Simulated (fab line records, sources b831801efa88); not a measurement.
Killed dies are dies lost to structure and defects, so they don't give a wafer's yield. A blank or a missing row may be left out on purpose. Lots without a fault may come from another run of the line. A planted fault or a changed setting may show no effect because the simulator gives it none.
Which tool did it? | flow sky130 | 7 lots, 21 wafers sampled, at 1 step of a route of 708

WHAT THE GAUGES READ, wafer by wafer
SKY_SONOS_ONO_THK_MEAS_05.
lot  | measured     | on            | SONOS_ONO_CVD_04_THK (nm)
L665 | day 9 22:19  | film_metro-03 | 5.66 5.61 5.60
L667 | day 10 13:28 | film_metro-01 | 5.70 5.51 5.70
L671 | day 11 12:25 | film_metro-04 | 5.80 5.64 5.76
L676 | day 12 15:50 | film_metro-01 | 5.46 5.57 5.61
L680 | day 14 03:02 | film_metro-03 | 5.71 5.73 5.76
L684 | day 22 20:58 | film_metro-03 | 5.79 5.71 5.75
L685 | day 22 23:28 | film_metro-04 | 5.69 5.74 5.74

WHICH TOOL RAN EACH LOT (tool, then ch and the chambers of the sampled wafers, then the start)
The record holds no process step before these readings.

THE ANSWER, worked out from the rows above alone
Rule: what is usual is taken from the lots themselves. Put in order of their means at a reading, lots are off if they are a third of the lots or fewer, leave a main group of 4 or more, and stand apart from it by a gap of 3 or more times the standard deviation of the main group's means; of several such gaps the widest counts. A main group whose means are all the same, to the digits that the tables above print for the reading, isn't used. A lot without any number at a reading at which 4 lots or more have one is off too. The other lots that the step has rows for count as sound.
No lot is off at any reading shown: from this, nothing can be told.

WHAT THE SIMULATOR HAD PUT IN
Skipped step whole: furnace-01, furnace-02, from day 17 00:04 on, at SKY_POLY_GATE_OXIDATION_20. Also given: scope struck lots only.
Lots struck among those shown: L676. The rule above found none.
